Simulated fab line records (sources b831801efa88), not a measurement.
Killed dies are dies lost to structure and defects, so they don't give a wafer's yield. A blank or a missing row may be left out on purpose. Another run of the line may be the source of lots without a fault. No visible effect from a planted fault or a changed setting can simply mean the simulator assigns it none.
Chamber matching    flow gf180mcu    GF_V4_CMP_26 on cmp-01 has 4 sister chambers
The step polishes, stops on SiO2, t overpolish 15 s, target thk 0 nm. 14 wafers are shown with their chamber, then 7 later ones without.

WAFERS, EACH WITH ITS CHAMBER
wafer   chamber  motor-current-A (A)  time-to-endpoint-s (s)  overpolish-run-s (s)
L458.1  3        9.3                  81.8                    15.016
L458.2  1        10.3                 83.2                    15.006
L458.5  2        11.6                 81.3                    14.983
L460.1  1        9.6                  82.3                    14.998
L460.3  0        11.7                 88.3                    14.986
L460.6  2        11.1                 87.3                    15.016
L467.1  2        11.9                 88.4                    15.019
L467.2  1        9.5                  88.2                    15.004
L467.5  0        13.0                 91.8                    15.005
L468.2  1        10.3                 90.2                    14.995
L468.3  0        11.4                 91.8                    14.994
L468.5  1        9.7                  85.6                    14.998
L469.1  1        10.0                 87.4                    15.013
L469.5  0        11.6                 90.4                    14.993

SIGNATURES (means of the wafers above)
reading             chamber 0  chamber 1  chamber 2  chamber 3  scatter within a chamber
motor-current-A     11.925     9.900      11.533     9.300      0.503
time-to-endpoint-s  90.575     86.150     85.667     81.800     2.89
overpolish-run-s    14.99450   15.00233   15.00600   15.01600   0.011
Rule: for a wafer and a chamber, the distance is found by dividing, reading by reading, the gap between the wafer's reading and the chamber's mean by the reading's scatter, squaring, summing and taking the root. If the next closest chamber is less than 2 further off than the closest, the wafer can't be placed; otherwise it belongs to the closest. The scatter is the square root of a quotient: the sum, over the shown wafers, of each reading's squared deviation from its chamber's mean, divided by wafers minus chambers.

WAFERS WHOSE CHAMBER IS MISSING
wafer   motor-current-A (A)  time-to-endpoint-s (s)  overpolish-run-s (s)
L469.6  9.6                  88.2                    14.994
L475.2  11.8                 87.5                    15.000
L475.3  11.1                 84.1                    14.999
L475.6  9.6                  84.9                    15.009
L478.1  10.0                 83.0                    15.005
L478.2  11.3                 82.1                    14.990
L478.4  11.9                 84.5                    14.996

CHAMBER TAKEN BY EACH
wafer   from the rows above           in truth
L469.6  can't be placed: 1 or 3       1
L475.2  can't be placed: 2 or 0       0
L475.3  can't be placed: 2 or 1 or 0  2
L475.6  can't be placed: 1 or 3       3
L478.1  can't be placed: 1 or 3       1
L478.2  can't be placed: 2 or 0 or 1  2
L478.4  can't be placed: 2 or 0       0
Placed correctly: 0 of 7. Cannot be placed on the basis of these rows: 7; the candidates contain the true chamber in 7. Number placed wrongly: 0.
